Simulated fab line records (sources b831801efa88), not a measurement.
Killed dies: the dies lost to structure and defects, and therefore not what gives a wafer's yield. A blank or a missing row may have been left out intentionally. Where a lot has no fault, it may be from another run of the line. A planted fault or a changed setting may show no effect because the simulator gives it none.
The tool behind it: which one? + flow sky130 + 12 lots with 36 wafers sampled at 5 steps, on a route of 708 steps

## WHAT THE GAUGES SHOWED, per wafer
Not one reading of a measure or inspect step in the record can be checked against a usual standard deviation.

## TOOL THAT RAN EACH LOT (tool first, then ch and the chambers of the sampled wafers, then the start)
| lot  | SKY_GATE_OXIDE_CLEAN_00         | SKY_GATE_OXIDE_STRIP_13              | SKY_RES_PROTECT_STRIP_07             | SKY_LDD_LDN_STRIP_12                 | SKY_PAD_OPEN_PROBE_99   |
|------|---------------------------------|--------------------------------------|--------------------------------------|--------------------------------------|-------------------------|
| L905 | wet_bench-04 ch 2, day 13 00:57 | plasma_asher-03 ch 0,1, day 14 04:25 | plasma_asher-01 ch 0,1, day 15 09:20 | plasma_asher-04 ch 0,1, day 23 01:26 | -                       |
| L906 | wet_bench-02 ch 2, day 13 06:53 | plasma_asher-01 ch 0,1, day 14 10:50 | plasma_asher-01 ch 0,1, day 15 22:02 | plasma_asher-04 ch 0, day 23 19:11   | -                       |
| L907 | wet_bench-02 ch 1, day 13 17:02 | plasma_asher-01 ch 0, day 14 19:47   | plasma_asher-03 ch 0,1, day 16 08:58 | plasma_asher-01 ch 0,1, day 24 03:58 | -                       |
| L908 | wet_bench-04 ch 1, day 13 20:36 | plasma_asher-03 ch 0,1, day 15 02:54 | plasma_asher-01 ch 0,1, day 16 09:44 | plasma_asher-04 ch 0,1, day 24 04:14 | -                       |
| L911 | wet_bench-01 ch 0, day 15 03:53 | plasma_asher-01 ch 0,1, day 16 16:17 | plasma_asher-01 ch 0,1, day 18 07:56 | plasma_asher-02 ch 0,1, day 26 04:31 | -                       |
| L912 | wet_bench-02 ch 1, day 15 09:38 | plasma_asher-02 ch 0,1, day 16 16:52 | plasma_asher-03 ch 0,1, day 18 08:14 | plasma_asher-01 ch 0,1, day 26 05:29 | prober-02, day 48 03:40 |
| L913 | wet_bench-02 ch 1, day 15 18:04 | plasma_asher-02 ch 0,1, day 17 00:37 | plasma_asher-03 ch 0, day 18 09:31   | plasma_asher-01 ch 0,1, day 26 09:20 | prober-01, day 48 04:41 |
| L922 | wet_bench-01 ch 0, day 19 00:29 | plasma_asher-01 ch 1, day 20 09:58   | plasma_asher-04 ch 0,1, day 21 19:53 | plasma_asher-04 ch 0,1, day 29 10:38 | -                       |
| L924 | wet_bench-04 ch 1, day 19 08:53 | plasma_asher-02 ch 0,1, day 20 17:59 | plasma_asher-01 ch 1, day 22 04:19   | plasma_asher-04 ch 1, day 29 19:23   | -                       |
| L925 | wet_bench-01 ch 1, day 19 20:22 | plasma_asher-03 ch 0,1, day 21 05:14 | plasma_asher-03 ch 0,1, day 22 14:22 | plasma_asher-01 ch 0,1, day 30 01:22 | -                       |
| L926 | wet_bench-01 ch 0, day 20 07:10 | plasma_asher-02 ch 0,1, day 21 14:52 | plasma_asher-04 ch 0,1, day 22 23:36 | plasma_asher-01 ch 0,1, day 30 08:50 | -                       |
| L927 | wet_bench-02 ch 1, day 20 14:08 | plasma_asher-03 ch 0,1, day 21 21:52 | plasma_asher-03 ch 0,1, day 23 06:36 | plasma_asher-04 ch 0,1, day 30 19:31 | -                       |
- SKY_GATE_OXIDE_CLEAN_00: cleans in SC1/SC2, time 150 s.
- SKY_GATE_OXIDE_STRIP_13: strips in O2/N2.
- SKY_RES_PROTECT_STRIP_07: strips in O2/N2.
- SKY_LDD_LDN_STRIP_12: strips in O2/N2.
- SKY_PAD_OPEN_PROBE_99

## WHAT THE TOOLS THEMSELVES READ (means of the sampled wafers that have a number; where no wafer has one, the mark that the record gives instead)
SKY_GATE_OXIDE_CLEAN_00. Usual: 178 s for run_length_s, sd 3.6.
| lot  | tool         | run_length_s (s) | flag |
|------|--------------|------------------|------|
| L905 | wet_bench-04 | 183              |      |
| L906 | wet_bench-02 | 176              |      |
| L907 | wet_bench-02 | 174              |      |
| L908 | wet_bench-04 | 174              |      |
| L911 | wet_bench-01 | 176              |      |
| L912 | wet_bench-02 | 59               | OFF  |
| L913 | wet_bench-02 | 52               | OFF  |
| L922 | wet_bench-01 | 184              |      |
| L924 | wet_bench-04 | 183              |      |
| L925 | wet_bench-01 | 174              |      |
| L926 | wet_bench-01 | 177              |      |
| L927 | wet_bench-02 | 174              |      |

SKY_GATE_OXIDE_STRIP_13. Usual: drypump_motor_current_A 5.7 A, standard deviation 0.65; oes_product_au 0.716 a.u., standard deviation 0.0044; strip_time_to_endpoint_s 14.18 s, standard deviation 0.044.
| lot  | tool            | drypump_motor_current_A (A) | oes_product_au (a.u.) | strip_time_to_endpoint_s (s) | flag |
|------|-----------------|-----------------------------|-----------------------|------------------------------|------|
| L905 | plasma_asher-03 | 5.7                         | 0.714                 | 14.18                        |      |
| L906 | plasma_asher-01 | 6.0                         | 0.715                 | 14.19                        |      |
| L907 | plasma_asher-01 | 6.5                         | 0.715                 | 14.13                        |      |
| L908 | plasma_asher-03 | 5.6                         | 0.713                 | 14.15                        |      |
| L911 | plasma_asher-01 | 5.6                         | 0.716                 | 14.19                        |      |
| L912 | plasma_asher-02 | 5.7                         | 0.717                 | 14.19                        |      |
| L913 | plasma_asher-02 | 5.2                         | 0.717                 | 14.25                        |      |
| L922 | plasma_asher-01 | 5.0                         | 0.716                 | 14.20                        |      |
| L924 | plasma_asher-02 | 5.2                         | 0.720                 | 14.18                        |      |
| L925 | plasma_asher-03 | 5.7                         | 0.712                 | 14.20                        |      |
| L926 | plasma_asher-02 | 5.2                         | 0.717                 | 14.13                        |      |
| L927 | plasma_asher-03 | 5.7                         | 0.714                 | 14.14                        |      |

SKY_RES_PROTECT_STRIP_07. Usual: drypump_motor_current_A 5.8 A, standard deviation 0.52; oes_product_au 0.519 a.u., standard deviation 0.0046; strip_time_to_endpoint_s 23.17 s, standard deviation 0.044.
| lot  | tool            | drypump_motor_current_A (A) | oes_product_au (a.u.) | strip_time_to_endpoint_s (s) | flag |
|------|-----------------|-----------------------------|-----------------------|------------------------------|------|
| L905 | plasma_asher-01 | 6.0                         | 0.515                 | 23.13                        |      |
| L906 | plasma_asher-01 | 5.5                         | 0.520                 | 23.13                        |      |
| L907 | plasma_asher-03 | 5.7                         | 0.520                 | 23.11                        |      |
| L908 | plasma_asher-01 | 5.6                         | 0.522                 | 23.19                        |      |
| L911 | plasma_asher-01 | 6.0                         | 0.518                 | 23.22                        |      |
| L912 | plasma_asher-03 | 5.6                         | 0.523                 | 23.20                        |      |
| L913 | plasma_asher-03 | 5.4                         | 0.517                 | 23.14                        |      |
| L922 | plasma_asher-04 | 6.3                         | 0.518                 | 23.20                        |      |
| L924 | plasma_asher-01 | 5.0                         | 0.520                 | 23.13                        |      |
| L925 | plasma_asher-03 | 5.6                         | 0.524                 | 23.21                        |      |
| L926 | plasma_asher-04 | 6.3                         | 0.520                 | 23.14                        |      |
| L927 | plasma_asher-03 | 5.7                         | 0.517                 | 23.15                        |      |

SKY_LDD_LDN_STRIP_12. Usual: drypump_motor_current_A 6.0 A, standard deviation 0.63; oes_product_au 0.716 a.u., standard deviation 0.0046; strip_time_to_endpoint_s 14.18 s, standard deviation 0.046.
| lot  | tool            | drypump_motor_current_A (A) | oes_product_au (a.u.) | strip_time_to_endpoint_s (s) | flag |
|------|-----------------|-----------------------------|-----------------------|------------------------------|------|
| L905 | plasma_asher-04 | 6.3                         | 0.715                 | 14.26                        |      |
| L906 | plasma_asher-04 | 6.3                         | 0.715                 | 14.23                        |      |
| L907 | plasma_asher-01 | 5.6                         | 0.720                 | 14.17                        |      |
| L908 | plasma_asher-04 | 6.3                         | 0.714                 | 14.15                        |      |
| L911 | plasma_asher-02 | 5.7                         | 0.714                 | 14.15                        |      |
| L912 | plasma_asher-01 | 6.0                         | 0.716                 | 14.19                        |      |
| L913 | plasma_asher-01 | 5.6                         | 0.716                 | 14.14                        |      |
| L922 | plasma_asher-04 | 6.3                         | 0.713                 | 14.17                        |      |
| L924 | plasma_asher-04 | 6.2                         | 0.716                 | 14.11                        |      |
| L925 | plasma_asher-01 | 6.0                         | 0.716                 | 14.14                        |      |
| L926 | plasma_asher-01 | 5.5                         | 0.717                 | 14.25                        |      |
| L927 | plasma_asher-04 | 6.3                         | 0.716                 | 14.21                        |      |

SKY_PAD_OPEN_PROBE_99. Usual: killed_at_M0_to_M3 43, standard deviation 6.6; killed_at_M4_up 3.0, standard deviation 1.7; killed_at_contacts 24, standard deviation 5.4; killed_at_front_end 16, standard deviation 4.6; killed_at_other 0.3, standard deviation 0.53; killed_dies 87, standard deviation 9.7; killed_open 47, standard deviation 7.3; killed_short 39, standard deviation 6.5.
| lot  | tool      | killed_at_M0_to_M3 | killed_at_M4_up | killed_at_contacts | killed_at_front_end | killed_at_other | killed_dies | killed_open | killed_short | flag |
|------|-----------|--------------------|-----------------|--------------------|---------------------|-----------------|-------------|-------------|--------------|------|
| L912 | prober-02 | 66                 | 5.0             | 26                 | 19                  | 0.0             | 116         | 62          | 53           | OFF  |
| L913 | prober-01 | 35                 | 4.0             | 27                 | 21                  | 0.0             | 87          | 42          | 45           |      |

## THE ANSWER, worked out from the rows above alone
Rule: a lot is off if the mean of its wafers that have a number lies more than 3 standard deviations from the usual mean. Also off: a lot with no number at a reading for which 4 or more lots have one. Where the step has rows for the other lots, those lots are counted as sound. The gauges are gone through in route order, then the tools' own readings, and for those a lot's mean is taken as printed above. The first step at which some lot is off is used, and at that step the reading that is off furthest; a lot without a number counts as furthest.
Off, at SKY_GATE_OXIDE_CLEAN_00 on run_length_s: L912, L913.
A tool fits if, at that step or a process step before it, it ran every lot that is off, and no sound lot after the first of them. Not one of the candidates tried fits.

## WHAT WAS PUT IN BY THE SIMULATOR
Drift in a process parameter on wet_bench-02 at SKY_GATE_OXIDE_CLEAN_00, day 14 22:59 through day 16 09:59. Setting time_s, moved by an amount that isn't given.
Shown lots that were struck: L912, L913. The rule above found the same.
